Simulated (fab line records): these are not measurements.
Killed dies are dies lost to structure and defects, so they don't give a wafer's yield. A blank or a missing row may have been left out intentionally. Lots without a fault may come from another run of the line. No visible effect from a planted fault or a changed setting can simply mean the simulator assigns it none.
Which tool was responsible? :: flow sky130 :: 72 wafers from 24 lots sampled at 5 of the route's 708 steps

WHAT THE GAUGES SHOWED, per wafer
SKY_VT_ADJUST_HVTR_CD_MEAS_07 targets a cd of 380 nm. Usual: cd nm reads 379.2 nm (standard deviation 2.5).
lot: L074
measured: day 9 12:13
on: cd sem-02
cd nm (nm): 374.0 377.2 378.2
flag: 

lot: L075
measured: day 9 20:31
on: cd sem-02
cd nm (nm): 379.8 376.8 377.2
flag: 

lot: L076
measured: day 10 04:45
on: cd sem-02
cd nm (nm): 377.8 378.6 377.3
flag: 

lot: L077
measured: day 10 11:43
on: cd sem-02
cd nm (nm): 377.8 380.6 379.9
flag: 

lot: L078
measured: day 10 19:37
on: cd sem-02
cd nm (nm): 378.8 383.2 382.0
flag: 

lot: L079
measured: day 10 21:43
on: cd sem-02
cd nm (nm): 380.7 381.2 379.5
flag: 

lot: L080
measured: day 11 09:41
on: cd sem-02
cd nm (nm): 379.0 379.5 379.8
flag: 

lot: L081
measured: day 11 16:47
on: cd sem-02
cd nm (nm): 379.7 380.5 378.7
flag: 

lot: L082
measured: day 11 20:23
on: cd sem-02
cd nm (nm): 378.0 379.2 378.5
flag: 

lot: L083
measured: day 12 01:01
on: cd sem-01
cd nm (nm): 377.3 378.2 377.8
flag: 

lot: L084
measured: day 12 11:04
on: cd sem-01
cd nm (nm): 378.5 375.3 380.0
flag: 

lot: L085
measured: day 12 21:25
on: cd sem-02
cd nm (nm): 383.2 386.4 384.7
flag: 

lot: L086
measured: day 13 00:05
on: cd sem-01
cd nm (nm): 378.7 379.9 378.2
flag: 

lot: L087
measured: day 13 08:37
on: cd sem-02
cd nm (nm): 379.3 375.4 376.8
flag: 

lot: L088
measured: day 13 19:37
on: cd sem-02
cd nm (nm): 375.1 379.2 378.7
flag: 

lot: L089
measured: day 14 05:40
on: cd sem-02
cd nm (nm): 381.9 381.8 383.6
flag: 

lot: L090
measured: day 14 14:16
on: cd sem-01
cd nm (nm): 378.0 376.2 377.5
flag: 

lot: L091
measured: day 14 14:32
on: cd sem-01
cd nm (nm): 382.7 381.6 381.6
flag: 

lot: L092
measured: day 14 18:04
on: cd sem-02
cd nm (nm): 376.3 380.2 377.7
flag: 

lot: L093
measured: day 15 06:22
on: cd sem-02
cd nm (nm): 384.0 383.5 383.6
flag: 

lot: L094
measured: day 15 16:58
on: cd sem-01
cd nm (nm): 376.1 375.3 376.8
flag: 

lot: L095
measured: day 16 02:14
on: cd sem-01
cd nm (nm): 382.0 379.6 382.2
flag: 

lot: L096
measured: day 16 10:11
on: cd sem-02
cd nm (nm): 378.3 379.9 377.1
flag: 

lot: L097
measured: day 16 19:14
on: cd sem-01
cd nm (nm): 380.0 379.2 379.7
flag: 

SKY_LDD_N_TW_MEAS_17. Usual: LDD_N_TW gives 2597 (standard deviation 25).
lot: L074
measured: day 17 16:37
on: film metro-03
LDD_N_TW: 2556 2566 2564
flag: 

lot: L075
measured: day 18 06:13
on: film metro-04
LDD_N_TW: 2617 2620 2624
flag: 

lot: L076
measured: day 18 12:41
on: film metro-04
LDD_N_TW: 2613 2624 2628
flag: 

lot: L077
measured: day 19 02:22
on: film metro-01
LDD_N_TW: 2592 2575 2572
flag: 

lot: L078
measured: day 19 10:02
on: film metro-03
LDD_N_TW: 2580 2577 2576
flag: 

lot: L079
measured: day 19 18:41
on: film metro-01
LDD_N_TW: 2574 2579 2578
flag: 

lot: L080
measured: day 20 05:58
on: film metro-01
LDD_N_TW: 2595 2587 2593
flag: 

lot: L081
measured: day 20 15:00
on: film metro-04
LDD_N_TW: 2629 2630 2625
flag: 

lot: L082
measured: day 20 19:10
on: film metro-03
LDD_N_TW: 2570 2557 2573
flag: 

lot: L083
measured: day 20 23:37
on: film metro-01
LDD_N_TW: 2579 2585 2588
flag: 

lot: L084
measured: day 21 13:38
on: film metro-03
LDD_N_TW: 2583 2588 2570
flag: 

lot: L085
measured: day 22 02:23
on: film metro-04
LDD_N_TW: 2614 2630 2630
flag: 

lot: L086
measured: day 22 03:58
on: film metro-04
LDD_N_TW: 2621 2621 2616
flag: 

lot: L087
measured: day 22 11:19
on: film metro-04
LDD_N_TW: 2615 2618 2631
flag: 

lot: L088
measured: day 23 03:19
on: film metro-01
LDD_N_TW: 2570 2575 2580
flag: 

lot: L089
measured: day 23 11:29
on: film metro-01
LDD_N_TW: 2578 2569 2578
flag: 

lot: L090
measured: day 23 22:44
on: film metro-01
LDD_N_TW: 2574 2594 2585
flag: 

lot: L091
measured: day 24 00:16
on: film metro-01
LDD_N_TW: 2592 2590 2589
flag: 

lot: L092
measured: day 24 03:52
on: film metro-03
LDD_N_TW: 2572 2577 2596
flag: 

lot: L093
measured: day 24 16:07
on: film metro-04
LDD_N_TW: 2641 2636 2643
flag: 

lot: L094
measured: day 25 03:04
on: film metro-04
LDD_N_TW: 2629 2638 2625
flag: 

lot: L095
measured: day 25 14:56
on: film metro-04
LDD_N_TW: 2647 2633 2649
flag: 

lot: L096
measured: day 25 19:28
on: film metro-01
LDD_N_TW: 2580 2568 2590
flag: 

lot: L097
measured: day 26 08:52
on: film metro-01
LDD_N_TW: 2584 2589 2591
flag: 

SKY_SD_P_TW_MEAS_11. Usual: SD_P_TW gives 2822 (standard deviation 46).
lot: L074
measured: day 25 10:05
on: film metro-04
SD_P_TW: 2870 2879 2884
flag: 

lot: L075
measured: day 25 22:40
on: film metro-04
SD_P_TW: 2872 2880 2881
flag: 

lot: L076
measured: day 26 05:27
on: film metro-02
SD_P_TW: 2767 2772 2765
flag: 

lot: L077
measured: day 26 22:17
on: film metro-02
SD_P_TW: 2770 2767 2761
flag: 

lot: L078
measured: day 27 01:02
on: film metro-04
SD_P_TW: 2875 2865 2871
flag: 

lot: L079
measured: day 27 09:35
on: film metro-04
SD_P_TW: 2897 2884 2881
flag: 

lot: L080
measured: day 27 19:37
on: film metro-02
SD_P_TW: 2779 2773 2787
flag: 

lot: L081
measured: day 28 04:18
on: film metro-02
SD_P_TW: 2793 2787 2795
flag: 

lot: L082
measured: day 28 07:23
on: film metro-04
SD_P_TW: 2912 2860 2881
flag: 

lot: L083
measured: day 28 13:44
on: film metro-01
SD_P_TW: 2827 2814 2820
flag: 

lot: L084
measured: day 29 01:20
on: film metro-02
SD_P_TW: 2780 2775 2779
flag: 

lot: L085
measured: day 29 14:21
on: film metro-02
SD_P_TW: 2775 2772 2758
flag: 

lot: L086
measured: day 29 16:04
on: film metro-01
SD_P_TW: 2828 2830 2825
flag: 

lot: L087
measured: day 29 22:59
on: film metro-02
SD_P_TW: 2787 2779 2783
flag: 

lot: L088
measured: day 30 14:07
on: film metro-01
SD_P_TW: 2827 2838 2823
flag: 

lot: L089
measured: day 30 19:23
on: film metro-02
SD_P_TW: 2775 2779 2792
flag: 

lot: L090
measured: day 31 07:02
on: film metro-02
SD_P_TW: 2783 2786 2797
flag: 

lot: L091
measured: day 31 08:47
on: film metro-02
SD_P_TW: 2797 2780 2798
flag: 

lot: L092
measured: day 31 10:50
on: film metro-04
SD_P_TW: 2883 2875 2869
flag: 

lot: L093
measured: day 31 22:49
on: film metro-04
SD_P_TW: 2879 2873 2872
flag: 

lot: L094
measured: day 32 09:00
on: film metro-01
SD_P_TW: 2813 2804 2814
flag: 

lot: L095
measured: day 32 19:32
on: film metro-02
SD_P_TW: 2777 2781 2778
flag: 

lot: L096
measured: day 33 00:52
on: film metro-04
SD_P_TW: 2886 2892 2895
flag: 

lot: L097
measured: day 33 14:37
on: film metro-01
SD_P_TW: 2836 2847 2841
flag: 

SKY_CONTACT_THK_MEAS_01. Usual: CONTACT_CVD_00_THK gives 74.6 nm (standard deviation 0.98).
lot: L074
measured: day 30 09:53
on: film metro-03
CONTACT_CVD_00_THK (nm): 74.7 75.5 75.3
flag: 

lot: L075
measured: day 30 21:07
on: film metro-01
CONTACT_CVD_00_THK (nm): 74.6 74.3 76.0
flag: 

lot: L076
measured: day 31 05:26
on: film metro-04
CONTACT_CVD_00_THK (nm): 75.9 76.3 76.4
flag: 

lot: L077
measured: day 31 20:19
on: film metro-01
CONTACT_CVD_00_THK (nm): 75.3 75.4 74.6
flag: 

lot: L078
measured: day 31 22:13
on: film metro-03
CONTACT_CVD_00_THK (nm): 75.5 74.6 74.8
flag: 

lot: L079
measured: day 32 05:41
on: film metro-03
CONTACT_CVD_00_THK (nm): 73.9 75.2 74.3
flag: 

lot: L080
measured: day 32 15:52
on: film metro-01
CONTACT_CVD_00_THK (nm): 74.6 73.5 74.7
flag: 

lot: L081
measured: day 32 23:12
on: film metro-03
CONTACT_CVD_00_THK (nm): 76.1 76.6 76.8
flag: 

lot: L082
measured: day 33 02:37
on: film metro-04
CONTACT_CVD_00_THK (nm): 73.7 73.3 74.5
flag: 

lot: L083
measured: day 33 11:31
on: film metro-03
CONTACT_CVD_00_THK (nm): 74.2 73.4 74.3
flag: 

lot: L084
measured: day 33 19:34
on: film metro-04
CONTACT_CVD_00_THK (nm): 73.0 73.9 75.0
flag: 

lot: L085
measured: day 34 08:25
on: film metro-04
CONTACT_CVD_00_THK (nm): 75.9 75.6 76.4
flag: 

lot: L086
measured: day 34 09:47
on: film metro-03
CONTACT_CVD_00_THK (nm): 74.2 74.9 73.5
flag: 

lot: L087
measured: day 34 15:56
on: film metro-01
CONTACT_CVD_00_THK (nm): 73.2 74.3 75.8
flag: 

lot: L088
measured: day 35 05:31
on: film metro-03
CONTACT_CVD_00_THK (nm): 73.2 74.7 76.3
flag: 

lot: L089
measured: day 35 12:10
on: film metro-04
CONTACT_CVD_00_THK (nm): 72.3 74.4 75.3
flag: 

lot: L090
measured: day 35 21:52
on: film metro-03
CONTACT_CVD_00_THK (nm): 74.8 75.0 74.8
flag: 

lot: L091
measured: day 36 00:37
on: film metro-03
CONTACT_CVD_00_THK (nm): 74.1 73.0 74.3
flag: 

lot: L092
measured: day 36 01:20
on: film metro-01
CONTACT_CVD_00_THK (nm): 74.7 76.6 74.5
flag: 

lot: L093
measured: day 36 13:09
on: film metro-03
CONTACT_CVD_00_THK (nm): 73.5 73.8 74.8
flag: 

lot: L094
measured: day 36 20:23
on: film metro-03
CONTACT_CVD_00_THK (nm): 74.7 75.7 75.8
flag: 

lot: L095
measured: day 37 08:20
on: film metro-01
CONTACT_CVD_00_THK (nm): 74.4 74.4 75.1
flag: 

lot: L096
measured: day 37 11:25
on: film metro-01
CONTACT_CVD_00_THK (nm): 73.6 73.2 74.5
flag: 

lot: L097
measured: day 38 02:32
on: film metro-03
CONTACT_CVD_00_THK (nm): 73.9 75.0 75.1
flag: 

EACH LOT AND THE TOOL THAT RAN IT (in order: tool; ch and the chambers of the sampled wafers; start)
lot: L074
SKY_CONTACT_CVD_00: pecvd-03 ch 0,2, day 30 09:51

lot: L075
SKY_CONTACT_CVD_00: pecvd-03 ch 1,2, day 30 21:05

lot: L076
SKY_CONTACT_CVD_00: pecvd-03 ch 0,1, day 31 05:23

lot: L077
SKY_CONTACT_CVD_00: pecvd-03 ch 0,2, day 31 20:17

lot: L078
SKY_CONTACT_CVD_00: pecvd-02 ch 0,1,2, day 31 22:11

lot: L079
SKY_CONTACT_CVD_00: pecvd-01 ch 0,1,2, day 32 05:38

lot: L080
SKY_CONTACT_CVD_00: pecvd-01 ch 0,1,2, day 32 15:50

lot: L081
SKY_CONTACT_CVD_00: pecvd-03 ch 0,1,2, day 32 23:09

lot: L082
SKY_CONTACT_CVD_00: pecvd-01 ch 0,1, day 33 02:35

lot: L083
SKY_CONTACT_CVD_00: pecvd-01 ch 0,1, day 33 11:29

lot: L084
SKY_CONTACT_CVD_00: pecvd-01 ch 0,1,2, day 33 19:31

lot: L085
SKY_CONTACT_CVD_00: pecvd-03 ch 0,1,2, day 34 08:22

lot: L086
SKY_CONTACT_CVD_00: pecvd-01 ch 1,2, day 34 09:44

lot: L087
SKY_CONTACT_CVD_00: pecvd-02 ch 0,1, day 34 15:53

lot: L088
SKY_CONTACT_CVD_00: pecvd-03 ch 0,1,2, day 35 05:29

lot: L089
SKY_CONTACT_CVD_00: pecvd-02 ch 0,1,2, day 35 12:07

lot: L090
SKY_CONTACT_CVD_00: pecvd-03 ch 0,1,2, day 35 21:50

lot: L091
SKY_CONTACT_CVD_00: pecvd-01 ch 0,2, day 36 00:34

lot: L092
SKY_CONTACT_CVD_00: pecvd-02 ch 1,2, day 36 01:18

lot: L093
SKY_CONTACT_CVD_00: pecvd-03 ch 1,2, day 36 13:07

lot: L094
SKY_CONTACT_CVD_00: pecvd-02 ch 0, day 36 20:20

lot: L095
SKY_CONTACT_CVD_00: pecvd-03 ch 0,1,2, day 37 08:17

lot: L096
SKY_CONTACT_CVD_00: pecvd-01 ch 0,1,2, day 37 11:23

lot: L097
SKY_CONTACT_CVD_00: pecvd-03 ch 1,2, day 38 02:30
- SKY_CONTACT_CVD_00: deposits Si3N4, target thk 75 nm.

WHAT THE TOOLS THEMSELVES READ (means of the sampled wafers that have a number; where no wafer has one, the mark that the record gives instead)
SKY_CONTACT_CVD_00. Usual: heater power w reads 735 W (standard deviation 88).
lot: L074
tool: pecvd-03
heater power w (W): 693
flag: 

lot: L075
tool: pecvd-03
heater power w (W): 597
flag: 

lot: L076
tool: pecvd-03
heater power w (W): 684
flag: 

lot: L077
tool: pecvd-03
heater power w (W): 719
flag: 

lot: L078
tool: pecvd-02
heater power w (W): 803
flag: 

lot: L079
tool: pecvd-01
heater power w (W): 834
flag: 

lot: L080
tool: pecvd-01
heater power w (W): 834
flag: 

lot: L081
tool: pecvd-03
heater power w (W): 659
flag: 

lot: L082
tool: pecvd-01
heater power w (W): 726
flag: 

lot: L083
tool: pecvd-01
heater power w (W): 713
flag: 

lot: L084
tool: pecvd-01
heater power w (W): 789
flag: 

lot: L085
tool: pecvd-03
heater power w (W): 683
flag: 

lot: L086
tool: pecvd-01
heater power w (W): 816
flag: 

lot: L087
tool: pecvd-02
heater power w (W): 796
flag: 

lot: L088
tool: pecvd-03
heater power w (W): 703
flag: 

lot: L089
tool: pecvd-02
heater power w (W): 780
flag: 

lot: L090
tool: pecvd-03
heater power w (W): 625
flag: 

lot: L091
tool: pecvd-01
heater power w (W): 855
flag: 

lot: L092
tool: pecvd-02
heater power w (W): 731
flag: 

lot: L093
tool: pecvd-03
heater power w (W): 655
flag: 

lot: L094
tool: pecvd-02
heater power w (W): 735
flag: 

lot: L095
tool: pecvd-03
heater power w (W): 683
flag: 

lot: L096
tool: pecvd-01
heater power w (W): 784
flag: 

lot: L097
tool: pecvd-03
heater power w (W): 624
flag: 

THE ANSWER, worked out from the rows above alone
Rule: take the mean of a lot's wafers that have a number; if it is more than 3 standard deviations from the usual mean, the lot is off. A lot without any number at a reading at which 4 lots or more have one is off too. Any other lot the step has rows for is counted as sound. After the gauges, taken in route order, come the tools' own readings; for these a lot's mean is taken, as printed above. At the first step where some lot is off, the reading lying furthest off is the one used; lots without a number count as furthest.
Across all readings shown, no lot is off: no conclusion can be drawn from this.

WHAT THE SIMULATOR HAD PUT IN
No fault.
